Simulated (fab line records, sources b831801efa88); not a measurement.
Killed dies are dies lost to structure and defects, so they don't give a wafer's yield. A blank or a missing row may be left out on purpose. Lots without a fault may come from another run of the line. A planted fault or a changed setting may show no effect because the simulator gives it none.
Chamber matching | flow sky130 | SKY_CAP2M_CVD_00 on pecvd-02: 3 sister chambers
The step deposits SiO2, target thk 15.5 nm. 3 wafers are shown with their chamber, then 8 later ones without.

WAFERS WITH THEIR CHAMBER
wafer  | chamber | heater_power_w (W)
L085.1 | 0       | 749
L088.6 | 1       | 622
L089.2 | 2       | 676

WAFERS WITHOUT THEIR CHAMBER
wafer  | heater_power_w (W)
L089.3 | 700
L089.6 | 702
L091.1 | 670
L091.2 | 705
L091.5 | 708
L094.1 | 629
L094.2 | 739
L094.3 | 635

WHICH CHAMBER EACH WENT THROUGH
wafer  | from the rows above     | in truth
L089.3 | can't be placed: 2 or 0 | 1
L089.6 | can't be placed: 2 or 0 | 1
L091.1 | 2                       | 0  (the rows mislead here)
L091.2 | can't be placed: 2 or 0 | 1
L091.5 | can't be placed: 2 or 0 | 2
L094.1 | can't be placed: 1 or 2 | 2
L094.2 | 0                       | 0
L094.3 | can't be placed: 1 or 2 | 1
Placed correctly: 1 of 8. Can't be placed from these rows: 6 (the true chamber is among the candidates in 3). Placed wrongly: 1.
How it was worked out, from the rows above alone: a wafer's distance from a chamber is the root of the sum, over the readings, of the square of ((its reading less the chamber's mean) divided by the reading's scatter). The wafer belongs to the nearest chamber; if the next one is less than 2 further off, it can't be placed. A chamber's mean is the mean of its shown wafers. The scatter: with one shown wafer a chamber, the root of the mean of the squares of how far each hidden wafer lies from its nearest shown one.
